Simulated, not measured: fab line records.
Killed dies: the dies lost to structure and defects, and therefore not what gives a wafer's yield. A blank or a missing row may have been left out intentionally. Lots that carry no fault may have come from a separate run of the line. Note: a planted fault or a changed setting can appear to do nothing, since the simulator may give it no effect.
Which tool was responsible?	flow gf180mcu	route of 602 steps, sampled at 1 step: 6 lots, 18 wafers

WHAT THE GAUGES READ, wafer by wafer
GF_STI_BOW_MEAS_00.
lot	measured	on	INCOMING_BOW (um)
L372	day 1 20:00	filmMetro-02	-6 7 7
L376	day 2 16:02	filmMetro-02	-7 5 7
L379	day 3 07:00	filmMetro-03	3 4 -8
L384	day 4 08:01	filmMetro-02	-9 -13 11
L388	day 5 04:02	filmMetro-02	3 -6 -6
L392	day 6 00:04	filmMetro-02	-5 1 2

WHICH TOOL RAN EACH LOT (tool, then ch and the chambers of the sampled wafers, then the start)
The record shows no process step preceding these readings.

THE ANSWER, worked out from the rows above alone
Rule: the lots themselves supply what counts as usual. Put in order of their means at a reading, lots are off if they are a third of the lots or fewer, leave a main group of 4 or more, and stand apart from it by a gap of 3 or more times the standard deviation of the main group's means; of several such gaps the widest counts. A main group whose means are all the same, to the digits that the tables above print for the reading, isn't used. Also off: a lot with no number at a reading for which 4 or more lots have one. All remaining lots with rows at the step are treated as sound.
Nothing can be told from this: no lot is off at any reading shown.

WHAT THE SIMULATOR PUT IN
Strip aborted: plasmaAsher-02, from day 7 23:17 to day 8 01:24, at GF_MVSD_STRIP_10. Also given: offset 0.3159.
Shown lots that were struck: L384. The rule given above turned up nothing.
